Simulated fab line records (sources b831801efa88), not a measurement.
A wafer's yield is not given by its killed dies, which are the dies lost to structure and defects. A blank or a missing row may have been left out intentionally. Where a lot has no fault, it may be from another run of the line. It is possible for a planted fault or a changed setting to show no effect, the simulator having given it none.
fab line records :: flow gf180mcu
record
  lots=7
  wafers=21
  lastDay=34
route steps=602 shown STI@18
lots that met no fault: from a run of the same line without faults
startH: hours from the record's first day to the start of the lot's first wafer shown :: waitH: hours elapsed since this lot's preceding step :: " as in the row above :: L1.1+2: a single row standing in for several wafers :: - value missing, or start not given :: * or withheld: withheld :: < > ~ a bound
route shown NAME@n: NAME is a module with steps in the file, n the number in the route of the first one :: usual: average and standard deviation across the fault-free wafers :: same: alike in all rows :: chamber/n: place in a boat :: sites: the reading at each site :: _std_site: the standard deviation of these :: _edge_site: inner sites' mean taken away from outer sites' mean :: radiusMm: how far each site lies from the wafer's centre :: mask NAME#n: copy n :: behind: the tool/chamber that last shaped the wafer :: hold: cause of the lot's hold/its duration in hours/its outcome :: device: transistor that didn't switch, given as n, p or np :: end of line: tests of these same wafers at the route's end :: where a step has no rows: the recipe by itself :: killed: at the first sort, the dies lost to defects and structure; wafer yield is something else :: map: the dies of a wafer, with x for killed, . for not killed, _ for no die there
set.NAME: setting as actually run; set.NAME@STEP: the setting as run at that earlier step :: model.NAME: the simulator's own value behind a step, which no gauge read
lots at some steps of the route; a table a step, a row a wafer
services: when a tool's chamber went out of use (startH, in hours from the record's first day, below 0 if earlier), for how many hours, and the reason
## steps
# step GF_STI_WET_ETCH_17
# recipe
  chemistry=H3PO4
  targetDepthNm=45
  tempC=160
  target=Si3N4
  timeS=514
# step GF_STI_CLEAN_18
# recipe
  chemistry=SC1/SC2
  mix=1:4:20
  tempC=70
  timeS=150
# step GF_STI_CLEAN_19
# recipe
  chemistry=dHF
  timeS=20
  dilution=100:1
# step GF_STI_WET_ETCH_20
# recipe
  chemistry=dHF
  dilution=100:1
  targetDepthNm=20
  tempC=25
  dry=ipaMarangoni
  target=SiO2
  timeS=400
# step GF_STI_OXIDATION_21
# recipe
  tempC=1000
  ambient=O2
  stabiliseS=600
  purgeS=300
  targetThkA=150
  oxTimeS=458
# step GF_STI_THK_MEAS_22
# recipe
  reads=SiO2_of_STI_OXIDATION_21
# usual
  STI_OXIDATION_01_THK=14.93/0.3
lot.wafer: L136.3
tool: filmMetro-03
chamber: -
startH: 59.36
waitH: 0.0
STI_OXIDATION_01_THK[nm]: 15.03

lot.wafer: L136.5
tool: filmMetro-03
chamber: -
startH: 59.36
waitH: 0.0
STI_OXIDATION_01_THK[nm]: 14.90

lot.wafer: L136.6
tool: filmMetro-03
chamber: -
startH: 59.36
waitH: 0.0
STI_OXIDATION_01_THK[nm]: 15.14

lot.wafer: L141.4
tool: filmMetro-03
chamber: -
startH: 84.13
waitH: 0.0
STI_OXIDATION_01_THK[nm]: 14.01

lot.wafer: L141.5
tool: filmMetro-03
chamber: -
startH: 84.13
waitH: 0.0
STI_OXIDATION_01_THK[nm]: 14.20

lot.wafer: L141.6
tool: filmMetro-03
chamber: -
startH: 84.13
waitH: 0.0
STI_OXIDATION_01_THK[nm]: 14.29

lot.wafer: L142.1
tool: filmMetro-04
chamber: -
startH: 89.15
waitH: 0.0
STI_OXIDATION_01_THK[nm]: 15.10

lot.wafer: L142.4
tool: filmMetro-04
chamber: -
startH: 89.15
waitH: 0.0
STI_OXIDATION_01_THK[nm]: 14.81

lot.wafer: L142.5
tool: filmMetro-04
chamber: -
startH: 89.15
waitH: 0.0
STI_OXIDATION_01_THK[nm]: 14.77

lot.wafer: L143.1
tool: filmMetro-03
chamber: -
startH: 95.59
waitH: 0.0
STI_OXIDATION_01_THK[nm]: 14.66

lot.wafer: L143.3
tool: filmMetro-03
chamber: -
startH: 95.59
waitH: 0.0
STI_OXIDATION_01_THK[nm]: 14.82

lot.wafer: L143.5
tool: filmMetro-03
chamber: -
startH: 95.59
waitH: 0.0
STI_OXIDATION_01_THK[nm]: 14.74

lot.wafer: L151.2
tool: filmMetro-03
chamber: -
startH: 135.65
waitH: 0.0
STI_OXIDATION_01_THK[nm]: 15.14

lot.wafer: L151.4
tool: filmMetro-03
chamber: -
startH: 135.65
waitH: 0.0
STI_OXIDATION_01_THK[nm]: 14.80

lot.wafer: L151.6
tool: filmMetro-03
chamber: -
startH: 135.65
waitH: 0.0
STI_OXIDATION_01_THK[nm]: 14.84

lot.wafer: L152.4
tool: filmMetro-04
chamber: -
startH: 144.54
waitH: 0.0
STI_OXIDATION_01_THK[nm]: 15.44

lot.wafer: L152.5
tool: filmMetro-04
chamber: -
startH: 144.54
waitH: 0.0
STI_OXIDATION_01_THK[nm]: 15.47

lot.wafer: L152.6
tool: filmMetro-04
chamber: -
startH: 144.54
waitH: 0.0
STI_OXIDATION_01_THK[nm]: 15.09

lot.wafer: L153.1
tool: filmMetro-04
chamber: -
startH: 146.26
waitH: 0.0
STI_OXIDATION_01_THK[nm]: 14.95

lot.wafer: L153.4
tool: filmMetro-04
chamber: -
startH: 146.26
waitH: 0.0
STI_OXIDATION_01_THK[nm]: 14.72

lot.wafer: L153.6
tool: filmMetro-04
chamber: -
startH: 146.26
waitH: 0.0
STI_OXIDATION_01_THK[nm]: 14.95
# step GF_STI_CVD_23
# recipe
  material=SiO2
  targetThkNm=650
  sigmaOpenFrac=0.3
  timeS=108.3
  tempC=600
  sih4FlowSccm=60
  pressureMtorr=6
# step GF_STI_THK_MEAS_24
# recipe
  reads=SiO2_of_STI_CVD_23
# usual
  STI_CVD_23_THK=650/7.6
lot.wafer: L136.3
tool: filmMetro-04
chamber: -
startH: 59.49
waitH: 0.1
STI_CVD_23_THK[nm]: 643

lot.wafer: L136.5
tool: filmMetro-04
chamber: -
startH: 59.49
waitH: 0.1
STI_CVD_23_THK[nm]: 652

lot.wafer: L136.6
tool: filmMetro-04
chamber: -
startH: 59.49
waitH: 0.1
STI_CVD_23_THK[nm]: 650

lot.wafer: L141.4
tool: filmMetro-04
chamber: -
startH: 84.27
waitH: 0.0
STI_CVD_23_THK[nm]: 641

lot.wafer: L141.5
tool: filmMetro-04
chamber: -
startH: 84.27
waitH: 0.0
STI_CVD_23_THK[nm]: 662

lot.wafer: L141.6
tool: filmMetro-04
chamber: -
startH: 84.27
waitH: 0.0
STI_CVD_23_THK[nm]: 645

lot.wafer: L142.1
tool: filmMetro-01
chamber: -
startH: 89.28
waitH: 0.0
STI_CVD_23_THK[nm]: 649

lot.wafer: L142.4
tool: filmMetro-01
chamber: -
startH: 89.28
waitH: 0.0
STI_CVD_23_THK[nm]: 650

lot.wafer: L142.5
tool: filmMetro-01
chamber: -
startH: 89.28
waitH: 0.0
STI_CVD_23_THK[nm]: 659

lot.wafer: L143.1
tool: filmMetro-04
chamber: -
startH: 95.73
waitH: 0.0
STI_CVD_23_THK[nm]: 645

lot.wafer: L143.3
tool: filmMetro-04
chamber: -
startH: 95.73
waitH: 0.0
STI_CVD_23_THK[nm]: 657

lot.wafer: L143.5
tool: filmMetro-04
chamber: -
startH: 95.73
waitH: 0.0
STI_CVD_23_THK[nm]: 651

lot.wafer: L151.2
tool: filmMetro-01
chamber: -
startH: 135.79
waitH: 0.0
STI_CVD_23_THK[nm]: 656

lot.wafer: L151.4
tool: filmMetro-01
chamber: -
startH: 135.79
waitH: 0.0
STI_CVD_23_THK[nm]: 656

lot.wafer: L151.6
tool: filmMetro-01
chamber: -
startH: 135.79
waitH: 0.0
STI_CVD_23_THK[nm]: 645

lot.wafer: L152.4
tool: filmMetro-04
chamber: -
startH: 144.68
waitH: 0.0
STI_CVD_23_THK[nm]: 654

lot.wafer: L152.5
tool: filmMetro-04
chamber: -
startH: 144.68
waitH: 0.0
STI_CVD_23_THK[nm]: 660

lot.wafer: L152.6
tool: filmMetro-04
chamber: -
startH: 144.68
waitH: 0.0
STI_CVD_23_THK[nm]: 645

lot.wafer: L153.1
tool: filmMetro-01
chamber: -
startH: 146.40
waitH: 0.0
STI_CVD_23_THK[nm]: 646

lot.wafer: L153.4
tool: filmMetro-01
chamber: -
startH: 146.40
waitH: 0.0
STI_CVD_23_THK[nm]: 656

lot.wafer: L153.6
tool: filmMetro-01
chamber: -
startH: 146.40
waitH: 0.0
STI_CVD_23_THK[nm]: 662
# step GF_STI_CMP_25
# recipe
  stopOn=Si3N4
  tOverpolishS=33
  downForcePsi=4
  platenRpm=60
  targetThkNm=524.6
  padVelocityMS=0.94248
# usual
  motorCurrentA=11.8/0.61
  overpolishRunS=33.000/0.0093
  timeToEndpointS=122/5.2
lot.wafer: L136.3
tool: cmp-01
chamber: 2
startH: 59.53
waitH: 0.0
motorCurrentA: 10.8
overpolishRunS: 33.003
timeToEndpointS: 127

lot.wafer: L136.6
tool: cmp-01
chamber: 2
startH: 59.53
waitH: 0.0
motorCurrentA: 10.5
overpolishRunS: 33.007
timeToEndpointS: 125

lot.wafer: L136.5
tool: cmp-01
chamber: 3
startH: 59.53
waitH: 0.0
motorCurrentA: 12.6
overpolishRunS: 32.995
timeToEndpointS: 127

lot.wafer: L141.4
tool: cmp-01
chamber: 3
startH: 84.45
waitH: 0.2
motorCurrentA: 12.7
overpolishRunS: 32.993
timeToEndpointS: 114

lot.wafer: L141.6
tool: cmp-01
chamber: 0
startH: 84.45
waitH: 0.2
motorCurrentA: 11.4
overpolishRunS: 33.024
timeToEndpointS: 117

lot.wafer: L141.5
tool: cmp-01
chamber: 1
startH: 84.45
waitH: 0.2
motorCurrentA: 12.0
overpolishRunS: 32.995
timeToEndpointS: 128

lot.wafer: L142.1
tool: cmp-01
chamber: 1
startH: 89.34
waitH: 0.1
motorCurrentA: 11.6
overpolishRunS: 32.988
timeToEndpointS: 124

lot.wafer: L142.4
tool: cmp-01
chamber: 3
startH: 89.34
waitH: 0.1
motorCurrentA: 12.6
overpolishRunS: 33.008
timeToEndpointS: 123

lot.wafer: L142.5
tool: cmp-01
chamber: 2
startH: 89.34
waitH: 0.1
motorCurrentA: 10.8
overpolishRunS: 33.006
timeToEndpointS: 118

lot.wafer: L143.1
tool: cmp-01
chamber: 0
startH: 95.79
waitH: 0.1
motorCurrentA: 11.3
overpolishRunS: 33.000
timeToEndpointS: 117

lot.wafer: L143.3
tool: cmp-01
chamber: 2
startH: 95.79
waitH: 0.1
motorCurrentA: 10.3
overpolishRunS: 33.013
timeToEndpointS: 122

lot.wafer: L143.5
tool: cmp-01
chamber: 1
startH: 95.79
waitH: 0.1
motorCurrentA: 11.4
overpolishRunS: 32.994
timeToEndpointS: 124

lot.wafer: L151.2
tool: cmp-01
chamber: 2
startH: 135.94
waitH: 0.1
motorCurrentA: 10.9
overpolishRunS: 32.997
timeToEndpointS: 117

lot.wafer: L151.4
tool: cmp-01
chamber: 3
startH: 135.94
waitH: 0.1
motorCurrentA: 13.1
overpolishRunS: 33.006
timeToEndpointS: 120

lot.wafer: L151.6
tool: cmp-01
chamber: 1
startH: 135.94
waitH: 0.1
motorCurrentA: 11.8
overpolishRunS: 33.003
timeToEndpointS: 126

lot.wafer: L152.4
tool: cmp-02
chamber: 2
startH: 144.76
waitH: 0.1
motorCurrentA: 11.6
overpolishRunS: 33.010
timeToEndpointS: 126

lot.wafer: L152.6
tool: cmp-02
chamber: 1
startH: 144.76
waitH: 0.1
motorCurrentA: 11.4
overpolishRunS: 32.994
timeToEndpointS: 116

lot.wafer: L152.5
tool: cmp-02
chamber: 2
startH: 144.76
waitH: 0.1
motorCurrentA: 12.2
overpolishRunS: 32.996
timeToEndpointS: 127

lot.wafer: L153.4
tool: cmp-02
chamber: 0
startH: 146.51
waitH: 0.1
motorCurrentA: 11.8
overpolishRunS: 32.992
timeToEndpointS: 123

lot.wafer: L153.1
tool: cmp-02
chamber: 2
startH: 146.51
waitH: 0.1
motorCurrentA: 12.1
overpolishRunS: 32.991
timeToEndpointS: 120

lot.wafer: L153.6
tool: cmp-02
chamber: 0
startH: 146.51
waitH: 0.1
motorCurrentA: 12.8
overpolishRunS: 33.003
timeToEndpointS: 126
# step GF_STI_WET_ETCH_26
# recipe
  chemistry=dHF
  targetDepthNm=94
  target=SiO2
  tempC=25
  dilution=10:1
  timeS=188
# step GF_STI_WET_ETCH_27
# recipe
  chemistry=H3PO4
  targetDepthNm=160
  target=Si3N4
  tempC=160
  timeS=1825
# step GF_STI_WET_ETCH_28
# recipe
  chemistry=dHF
  targetDepthNm=20
  dry=ipaMarangoni
  target=SiO2
  tempC=25
  dilution=10:1
  timeS=40
# step GF_STI_OXIDATION_29
# recipe
  tempC=900
  ambient=O2
  stabiliseS=600
  purgeS=300
  targetThkA=100
  oxTimeS=1418
# usual
  oxTempC=900.0/0.45
  oxTempCMax=907.3/1.4
  tube_center_temp_C_max=902.3/0.4
  zonePowerUpperPct=17.7/1
lot.wafer: L136.3
tool: furnace-01
chamber: 0
startH: 60.43
waitH: 0.0
oxTempC: 899.3
oxTempCMax: 906.3
tube_center_temp_C_max: 901.5
zonePowerUpperPct: 15.7

lot.wafer: L136.5
tool: furnace-01
chamber: 0
startH: 60.43
waitH: 0.0
oxTempC: 900.9
oxTempCMax: 906.1
tube_center_temp_C_max: 901.9
zonePowerUpperPct: 15.6

lot.wafer: L136.6
tool: furnace-01
chamber: 0
startH: 60.43
waitH: 0.0
oxTempC: 899.9
oxTempCMax: 906.4
tube_center_temp_C_max: 902.2
zonePowerUpperPct: 15.7

lot.wafer: L141.4
tool: furnace-02
chamber: -
startH: 85.71
waitH: 0.0
oxTempC: -
oxTempCMax: -
tube_center_temp_C_max: -
zonePowerUpperPct: -

lot.wafer: L141.5
tool: furnace-02
chamber: -
startH: 85.71
waitH: 0.0
oxTempC: -
oxTempCMax: -
tube_center_temp_C_max: -
zonePowerUpperPct: -

lot.wafer: L141.6
tool: furnace-02
chamber: -
startH: 85.71
waitH: 0.0
oxTempC: -
oxTempCMax: -
tube_center_temp_C_max: -
zonePowerUpperPct: -

lot.wafer: L142.1
tool: furnace-02
chamber: -
startH: 91.51
waitH: 1.2
oxTempC: -
oxTempCMax: -
tube_center_temp_C_max: -
zonePowerUpperPct: -

lot.wafer: L142.4
tool: furnace-02
chamber: -
startH: 91.51
waitH: 1.2
oxTempC: -
oxTempCMax: -
tube_center_temp_C_max: -
zonePowerUpperPct: -

lot.wafer: L142.5
tool: furnace-02
chamber: -
startH: 91.51
waitH: 1.2
oxTempC: -
oxTempCMax: -
tube_center_temp_C_max: -
zonePowerUpperPct: -

lot.wafer: L143.1
tool: furnace-02
chamber: -
startH: 98.43
waitH: 1.7
oxTempC: -
oxTempCMax: -
tube_center_temp_C_max: -
zonePowerUpperPct: -

lot.wafer: L143.3
tool: furnace-02
chamber: -
startH: 98.43
waitH: 1.7
oxTempC: -
oxTempCMax: -
tube_center_temp_C_max: -
zonePowerUpperPct: -

lot.wafer: L143.5
tool: furnace-02
chamber: -
startH: 98.43
waitH: 1.7
oxTempC: -
oxTempCMax: -
tube_center_temp_C_max: -
zonePowerUpperPct: -

lot.wafer: L151.2
tool: furnace-02
chamber: 0
startH: 136.73
waitH: 0.0
oxTempC: 900.0
oxTempCMax: 907.1
tube_center_temp_C_max: 901.9
zonePowerUpperPct: 18.2

lot.wafer: L151.4
tool: furnace-02
chamber: 0
startH: 136.73
waitH: 0.0
oxTempC: 900.3
oxTempCMax: 909.7
tube_center_temp_C_max: 902.3
zonePowerUpperPct: 18.0

lot.wafer: L151.6
tool: furnace-02
chamber: 0
startH: 136.73
waitH: 0.0
oxTempC: 899.9
oxTempCMax: 906.1
tube_center_temp_C_max: 902.5
zonePowerUpperPct: 17.9

lot.wafer: L152.4
tool: furnace-01
chamber: 0
startH: 146.51
waitH: 0.8
oxTempC: 899.5
oxTempCMax: 904.7
tube_center_temp_C_max: 902.2
zonePowerUpperPct: 15.5

lot.wafer: L152.5
tool: furnace-01
chamber: 0
startH: 146.51
waitH: 0.8
oxTempC: 899.5
oxTempCMax: 907.3
tube_center_temp_C_max: 901.9
zonePowerUpperPct: 15.7

lot.wafer: L152.6
tool: furnace-01
chamber: 0
startH: 146.51
waitH: 0.8
oxTempC: 899.6
oxTempCMax: 905.5
tube_center_temp_C_max: 902.1
zonePowerUpperPct: 16.0

lot.wafer: L153.1
tool: furnace-01
chamber: 0
startH: 147.91
waitH: 0.5
oxTempC: 899.7
oxTempCMax: 904.7
tube_center_temp_C_max: 902.3
zonePowerUpperPct: 15.5

lot.wafer: L153.4
tool: furnace-01
chamber: 0
startH: 147.91
waitH: 0.5
oxTempC: 899.6
oxTempCMax: 904.6
tube_center_temp_C_max: 902.4
zonePowerUpperPct: 15.6

lot.wafer: L153.6
tool: furnace-01
chamber: 0
startH: 147.91
waitH: 0.5
oxTempC: 899.5
oxTempCMax: 905.1
tube_center_temp_C_max: 901.9
zonePowerUpperPct: 15.7
## services
tool: cmp-01
chamber: -
startH: 64.00
hours: 4.0
kind: pm

tool: cmp-01
chamber: -
startH: 68.00
hours: -
kind: consumableReplace:conditioner

tool: cmp-01
chamber: -
startH: 68.00
hours: -
kind: consumableReplace:pad

tool: cmp-02
chamber: -
startH: 88.92
hours: 6.2
kind: repair

tool: furnace-01
chamber: -
startH: 90.53
hours: 10.7
kind: repair

tool: cmp-02
chamber: -
startH: 96.87
hours: 14.7
kind: repair

tool: cmp-02
chamber: -
startH: 100.44
hours: 3.3
kind: repair

tool: furnace-01
chamber: -
startH: 116.78
hours: 3.8
kind: pm

tool: furnace-02
chamber: -
startH: 120.88
hours: 2.8
kind: pm

tool: cmp-02
chamber: -
startH: 138.19
hours: 1.6
kind: repair
## key
firstSign
  step=GF_STI_OXIDATION_29
  reading=toolRecord
  direction=missing
effect none on later readings
metAt GF_STI_OXIDATION_29
struckWafers L141.4,L141.5,L141.6,L142.1,L142.4,L142.5,L143.1,L143.3,L143.5
laterRowsLeftOut L141.4,L141.5,L141.6,L142.1,L142.4,L142.5,L143.1,L143.3,L143.5
sortLeftOut L141.4,L141.5,L141.6,L142.1,L142.4,L142.5,L143.1,L143.3,L143.5
testerLeftOut L141,L142,L143
fault
  kind=skippedStepWhole
  tool=furnace-02
  chamber=-
  onsetH=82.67
  steps=GF_STI_OXIDATION_29
  scope=struckLotsOnly
# testerLeftOut: of these lots the tester's yield and bins aren't shown, on N5 and GAA mostly nor the transistor test; their killed dies are dies lost to structure and defects alone, not to doping, threshold or leakage, so they don't give the yield
# sortLeftOut: the simulated sort isn't trusted on such a fault, so these wafers' sort isn't shown, and their yield isn't known
# laterRowsLeftOut: the simulator's readings of these wafers behind a module that went badly wrong aren't trusted and aren't shown, but for the sort
